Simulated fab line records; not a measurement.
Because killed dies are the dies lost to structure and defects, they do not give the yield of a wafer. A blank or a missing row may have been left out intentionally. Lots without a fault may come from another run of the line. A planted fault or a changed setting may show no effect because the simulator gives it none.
Chamber matching + flow gf180mcu + GF_V1_CMP_26 on cmp-01: 4 sister chambers
The step polishes, stops on SiO2, t overpolish 15 s, target thk 0 nm. 18 wafers are shown with their chamber, then 9 later ones without.

WAFERS PAIRED WITH THEIR CHAMBERS
| wafer  | chamber | motor-current-A (A) | overpolish-run-s (s) | time-to-endpoint-s (s) |
|--------|---------|---------------------|----------------------|------------------------|
| L336.1 | 2       | 12.8                | 15.014               | 87                     |
| L336.5 | 2       | 12.4                | 15.004               | 84                     |
| L336.6 | 1       | 10.5                | 14.989               | 86                     |
| L338.1 | 1       | 10.2                | 15.001               | 82                     |
| L338.3 | 3       | 12.5                | 15.001               | 88                     |
| L338.6 | 2       | 11.9                | 15.005               | 82                     |
| L339.2 | 2       | 11.8                | 15.006               | 83                     |
| L339.4 | 3       | 12.0                | 15.019               | 83                     |
| L339.5 | 0       | 10.1                | 14.996               | 83                     |
| L341.3 | 3       | 12.1                | 14.998               | 85                     |
| L341.4 | 2       | 12.1                | 14.998               | 83                     |
| L341.6 | 2       | 11.7                | 14.988               | 86                     |
| L342.1 | 0       | 10.7                | 14.989               | 83                     |
| L342.2 | 3       | 11.9                | 15.022               | 86                     |
| L342.5 | 1       | 10.6                | 14.999               | 82                     |
| L345.2 | 3       | 11.6                | 15.003               | 81                     |
| L345.4 | 0       | 10.3                | 14.994               | 81                     |
| L345.5 | 0       | 10.3                | 15.003               | 84                     |

SIGNATURES (means of the wafers above)
| reading            | chamber 0 | chamber 1 | chamber 2 | chamber 3 | scatter within a chamber |
|--------------------|-----------|-----------|-----------|-----------|--------------------------|
| motor-current-A    | 10.350    | 10.433    | 12.117    | 12.020    | 0.335                    |
| overpolish-run-s   | 14.99550  | 14.99633  | 15.00250  | 15.00860  | 0.00869                  |
| time-to-endpoint-s | 82.75     | 83.33     | 84.17     | 84.60     | 2.13                     |
Rule: for a wafer and a chamber, the distance is found by dividing, reading by reading, the gap between the wafer's reading and the chamber's mean by the reading's scatter, squaring, summing and taking the root. If the next closest chamber is less than 2 further off than the closest, the wafer can't be placed; otherwise it belongs to the closest. The scatter: the root of (the sum of the squares of (reading less its chamber's mean) over the shown wafers, divided by (wafers less chambers)).

WAFERS WHOSE CHAMBER IS MISSING
| wafer  | motor-current-A (A) | overpolish-run-s (s) | time-to-endpoint-s (s) |
|--------|---------------------|----------------------|------------------------|
| L350.1 | 10.9                | 14.995               | 83                     |
| L350.5 | 10.1                | 14.992               | 82                     |
| L350.6 | 12.1                | 15.001               | 84                     |
| L354.1 | 11.7                | 14.996               | 77                     |
| L354.4 | 9.9                 | 14.994               | 84                     |
| L354.5 | 13.3                | 15.015               | 84                     |
| L355.3 | 12.4                | 15.003               | 82                     |
| L355.4 | 12.0                | 14.991               | 78                     |
| L355.6 | 10.6                | 15.000               | 85                     |

WHICH CHAMBER EACH ONE RAN IN
| wafer  | from the rows above               | in truth |
|--------|-----------------------------------|----------|
| L350.1 | can't be placed: 1 or 0           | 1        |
| L350.5 | can't be placed: 0 or 1           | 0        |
| L350.6 | can't be placed: 2 or 3           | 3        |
| L354.1 | can't be placed: 2 or 3 or 1 or 0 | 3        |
| L354.4 | can't be placed: 0 or 1           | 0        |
| L354.5 | can't be placed: 2 or 3           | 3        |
| L355.3 | can't be placed: 2 or 3           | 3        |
| L355.4 | can't be placed: 2 or 3           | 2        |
| L355.6 | can't be placed: 1 or 0           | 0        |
0 of 9 placed correctly. Cannot be placed on the basis of these rows: 9; the candidates contain the true chamber in 9. Placed wrongly: 0.
